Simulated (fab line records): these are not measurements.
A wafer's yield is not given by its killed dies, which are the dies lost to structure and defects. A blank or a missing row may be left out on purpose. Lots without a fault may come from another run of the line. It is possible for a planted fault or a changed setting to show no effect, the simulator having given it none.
Chamber matching + flow sky130 + SKY_VIA3_ETCH_15 on rie-diel-03: 4 sister chambers
The step etches SiO2 in C4F8/O2/Ar, stops on TiN, target depth 507 nm, time 78 s. 16 wafers are shown with their chamber, then 8 later ones without.

== WAFERS, EACH WITH ITS CHAMBER ==
| wafer  | chamber | oes-product-au (a.u.) |
|--------|---------|-----------------------|
| L076.2 | 2       | 0.952                 |
| L076.4 | 2       | 0.939                 |
| L076.5 | 0       | 0.945                 |
| L084.2 | 3       | 0.942                 |
| L084.5 | 3       | 0.938                 |
| L084.6 | 0       | 0.943                 |
| L086.3 | 0       | 0.941                 |
| L086.4 | 2       | 0.936                 |
| L086.5 | 0       | 0.940                 |
| L089.1 | 2       | 0.940                 |
| L089.5 | 2       | 0.952                 |
| L089.6 | 1       | 0.946                 |
| L090.2 | 2       | 0.939                 |
| L090.3 | 0       | 0.935                 |
| L090.4 | 3       | 0.934                 |
| L093.3 | 2       | 0.944                 |

SIGNATURES (averages over the wafers above)
| reading        | chamber 0 | chamber 1 | chamber 2 | chamber 3 | scatter within a chamber |
|----------------|-----------|-----------|-----------|-----------|--------------------------|
| oes-product-au | 0.94080   | 0.94600   | 0.94314   | 0.93800   | 0.00534                  |
Rule: a wafer's distance from a chamber is the root of the sum, over the readings, of the square of ((its reading less the chamber's mean) divided by the reading's scatter). The wafer belongs to the nearest chamber; if the next one is less than 2 further off, it can't be placed. The scatter: take each reading less its chamber's mean, square it, sum over the shown wafers, divide by the number of wafers less the number of chambers, and take the root.

== WAFERS MISSING THEIR CHAMBER ==
| wafer  | oes-product-au (a.u.) |
|--------|-----------------------|
| L093.5 | 0.942                 |
| L093.6 | 0.932                 |
| L094.3 | 0.947                 |
| L094.4 | 0.943                 |
| L094.6 | 0.941                 |
| L096.1 | 0.938                 |
| L096.4 | 0.947                 |
| L096.6 | 0.938                 |

== EACH ONE'S CHAMBER ==
| wafer  | from the rows above               | in truth |
|--------|-----------------------------------|----------|
| L093.5 | can't be placed: 2 or 0 or 1 or 3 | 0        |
| L093.6 | can't be placed: 3 or 0 or 2 or 1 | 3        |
| L094.3 | can't be placed: 1 or 2 or 0 or 3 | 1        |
| L094.4 | can't be placed: 2 or 0 or 1 or 3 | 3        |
| L094.6 | can't be placed: 0 or 2 or 3 or 1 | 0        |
| L096.1 | can't be placed: 3 or 0 or 2 or 1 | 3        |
| L096.4 | can't be placed: 1 or 2 or 0 or 3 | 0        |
| L096.6 | can't be placed: 3 or 0 or 2 or 1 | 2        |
Placed correctly: 0 of 8. Cannot be placed on the basis of these rows: 8; the candidates contain the true chamber in 8. Number placed wrongly: 0.
